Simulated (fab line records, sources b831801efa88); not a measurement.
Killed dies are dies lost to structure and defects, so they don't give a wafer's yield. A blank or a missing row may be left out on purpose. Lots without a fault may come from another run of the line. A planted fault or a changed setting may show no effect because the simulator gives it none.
Which tool did it? | flow sky130 | 6 lots, 18 wafers sampled, at 2 steps of a route of 708

WHAT THE GAUGES READ, wafer by wafer
SKY_NWELL_RS_MEAS_29: measures by four-point-probe.
lot  | measured     | on            | NWELL_RS (ohm/sq)
L319 | day 5 19:00  | film_metro-01 | 624.2 621.5 622.2
L321 | day 6 09:17  | film_metro-01 | 624.4 622.6 626.1
L326 | day 7 16:10  | film_metro-01 | 625.5 624.1 624.5
L329 | day 8 06:26  | film_metro-04 | 625.1 624.6 624.3
L336 | day 10 04:06 | film_metro-02 | 641.4 641.4 642.2 641.1 641.0 642.6
L338 | day 10 17:01 | film_metro-01 | 642.8 644.2 642.4 643.6 641.6 642.5

WHICH TOOL RAN EACH LOT (tool, then ch and the chambers of the sampled wafers, then the start)
lot  | SKY_NWELL_IMPLANT_13
L319 | implanter-01 ch 0, day 5 00:16
L321 | implanter-04 ch 0, day 5 14:04
L326 | implanter-01 ch 0, day 6 19:31
L329 | implanter-01 ch 0, day 7 09:11
L336 | implanter-04 ch 0, day 9 06:34
L338 | implanter-04 ch 0, day 9 17:25
- SKY_NWELL_IMPLANT_13

THE ANSWER, worked out from the rows above alone
Rule: what is usual is taken from the lots themselves. Put in order of their means at a reading, lots are off if they are a third of the lots or fewer, leave a main group of 4 or more, and stand apart from it by a gap of 3 or more times the standard deviation of the main group's means; of several such gaps the widest counts. A main group whose means are all the same, to the digits that the tables above print for the reading, isn't used. A lot without any number at a reading at which 4 lots or more have one is off too. The other lots that the step has rows for count as sound.
Off: L336, L338, at SKY_NWELL_RS_MEAS_29 (NWELL_RS). The main group: mean 624.1 ohm/sq, standard deviation 0.85.
A tool fits if, at a process step before that reading, it ran every lot that is off, and no sound lot after the first of them. The gauges at SKY_NWELL_RS_MEAS_29 are tried like those tools. One fits: implanter-04 at SKY_NWELL_IMPLANT_13. Its last sound lot is L321 (day 5 14:04), its first lot that is off L336 (day 9 06:34): a fault that began between those two fits.

WHAT THE SIMULATOR HAD PUT IN
Process parameter drift: implanter-04, from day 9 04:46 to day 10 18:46, at SKY_NWELL_IMPLANT_13. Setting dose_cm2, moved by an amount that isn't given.
Lots struck among those shown: L336, L338. The rule above found the same.
